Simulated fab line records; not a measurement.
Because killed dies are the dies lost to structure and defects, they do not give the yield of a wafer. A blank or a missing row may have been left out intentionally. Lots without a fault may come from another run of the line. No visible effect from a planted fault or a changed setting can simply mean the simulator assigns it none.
What tool caused it? -- flow gf180mcu -- Sampling: 14 lots, 42 wafers, 2 of 602 route steps

WHAT THE GAUGES SHOWED, per wafer
GF_STI_THK_MEAS_22. Usual: STI_OXIDATION_01_THK 14.99 nm, standard deviation 0.27.
lot,measured,on,STI_OXIDATION_01_THK (nm),flag
L269,day 2 05:58,film-metro-02,14.82 14.47 14.69,
L270,day 2 09:07,film-metro-04,14.90 14.72 14.82,
L272,day 2 18:58,film-metro-04,14.71 14.90 14.62,
L273,day 2 23:50,film-metro-01,15.00 14.99 14.96,
L274,day 3 05:08,film-metro-01,15.10 15.32 15.19,
L277,day 3 20:14,film-metro-04,14.63 14.66 14.71,
L282,day 4 22:14,film-metro-04,15.00 14.98 14.74,
L283,day 5 05:07,film-metro-01,14.86 15.06 15.29,
L284,day 5 08:55,film-metro-04,14.72 14.77 14.81,
L287,day 6 00:17,film-metro-04,15.23 15.39 15.29,
L288,day 6 07:44,film-metro-01,14.81 15.13 14.91,
L290,day 6 16:08,film-metro-01,15.25 15.49 15.14,
L291,day 6 21:32,film-metro-04,14.53 14.52 14.51,
L292,day 7 02:53,film-metro-04,15.02 14.99 14.88,

GF_VT_IMPLANT_RS_MEAS_49: uses a four-point probe to measure. Usual: MVPSD_RS 1154.4 ohm/sq, standard deviation 2.6.
lot,measured,on,MVPSD_RS (ohm/sq),flag
L269,day 7 17:34,film-metro-02,1150.1 1152.2 1153.1,
L270,day 7 20:26,film-metro-03,1151.5 1154.3 1152.2,
L272,day 8 09:50,film-metro-04,1153.6 1154.0 1152.7,
L273,day 8 16:10,film-metro-03,1155.8 1155.0 1158.2,
L274,day 8 22:43,film-metro-04,1154.7 1156.5 1155.4,
L277,day 9 19:07,film-metro-04,1155.7 1149.6 1154.2,
L282,day 11 06:26,film-metro-03,1153.6 1153.1 1154.6,
L283,day 11 14:04,film-metro-03,1154.0 1156.0 1152.8,
L284,day 11 20:27,film-metro-02,1155.9 1158.6 1153.5,
L287,day 12 14:28,film-metro-04,1156.8 1156.8 1156.0,
L288,day 13 00:47,film-metro-02,1159.1 1156.9 1154.9,
L290,day 13 12:24,film-metro-02,1159.8 1157.2 1154.6,
L291,day 13 20:31,film-metro-02,1151.8 1154.5 1154.7,
L292,day 13 23:58,film-metro-02,1153.9 1158.6 1157.1,

WHICH TOOL RAN EACH LOT (tool, then ch and the chambers of the sampled wafers, then the start)
No process step before these readings appears in the record.

WHAT THE TOOLS THEMSELVES READ (means of the sampled wafers that have a number; where no wafer has one, the mark that the record gives instead)
The record holds no such reading with a usual standard deviation.

THE ANSWER, worked out from the rows above alone
Rule: a lot is off if the mean of its wafers that have a number lies more than 3 standard deviations from the usual mean. Also off: a lot with no number at a reading for which 4 or more lots have one. The other lots that the step has rows for count as sound. The gauges are gone through in route order, then the tools' own readings, and for those a lot's mean is taken as printed above. The first step at which some lot is off is used, and at that step the reading that is off furthest; a lot without a number counts as furthest.
No lot is off on any of the readings shown, so nothing can be concluded from this.

WHAT THE SIMULATOR HAD INSERTED
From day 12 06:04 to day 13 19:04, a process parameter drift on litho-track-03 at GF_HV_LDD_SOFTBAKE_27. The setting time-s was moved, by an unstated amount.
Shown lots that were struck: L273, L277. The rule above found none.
